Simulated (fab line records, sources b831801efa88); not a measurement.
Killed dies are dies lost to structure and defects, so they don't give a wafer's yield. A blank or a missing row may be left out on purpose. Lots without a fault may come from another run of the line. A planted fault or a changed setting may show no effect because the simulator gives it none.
Chamber matching | flow sky130 | SKY_CONTACT_CMP_04 on cmp-01: 4 sister chambers
The step polishes SiO2. 14 wafers are shown with their chamber, then 7 later ones without.

WAFERS WITH THEIR CHAMBER
wafer  | chamber | motor_current_A (A) | retaining_ring_pressure_frac
L622.3 | 3       | 12.6                | 1.003
L622.4 | 1       | 11.5                | 0.997
L622.6 | 2       | 12.2                | 0.998
L623.1 | 0       | 14.2                | 1.003
L623.3 | 2       | 12.0                | 0.995
L623.4 | 1       | 11.2                | 1.007
L627.1 | 1       | 12.1                | 0.993
L627.4 | 3       | 13.2                | 0.995
L627.5 | 2       | 11.9                | 0.999
L628.3 | 3       | 12.6                | 0.998
L628.4 | 1       | 11.6                | 0.995
L628.5 | 3       | 12.5                | 1.005
L629.1 | 1       | 12.0                | 0.998
L629.2 | 0       | 14.9                | 0.999

SIGNATURES (means of the wafers above)
reading                      | chamber 0 | chamber 1 | chamber 2 | chamber 3 | scatter within a chamber
motor_current_A              | 14.550    | 11.680    | 12.033    | 12.725    | 0.339
retaining_ring_pressure_frac | 1.00100   | 0.99800   | 0.99733   | 1.00025   | 0.00442
Rule: a wafer's distance from a chamber is the root of the sum, over the readings, of the square of ((its reading less the chamber's mean) divided by the reading's scatter). The wafer belongs to the nearest chamber; if the next one is less than 2 further off, it can't be placed. The scatter: the root of (the sum of the squares of (reading less its chamber's mean) over the shown wafers, divided by (wafers less chambers)).

WAFERS WITHOUT THEIR CHAMBER
wafer  | motor_current_A (A) | retaining_ring_pressure_frac
L629.5 | 10.4                | 0.997
L630.2 | 10.5                | 0.996
L630.4 | 12.3                | 1.008
L630.6 | 15.1                | 1.004
L638.1 | 11.4                | 1.003
L638.5 | 12.4                | 1.003
L638.6 | 11.6                | 1.003

WHICH CHAMBER EACH WENT THROUGH
wafer  | from the rows above          | in truth
L629.5 | can't be placed: 1 or 2      | 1
L630.2 | can't be placed: 1 or 2      | 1
L630.4 | can't be placed: 3 or 2 or 1 | 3
L630.6 | 0                            | 0
L638.1 | can't be placed: 1 or 2      | 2
L638.5 | can't be placed: 3 or 2 or 1 | 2
L638.6 | can't be placed: 1 or 2      | 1
Placed correctly: 1 of 7. Can't be placed from these rows: 6 (the true chamber is among the candidates in 6). Placed wrongly: 0.
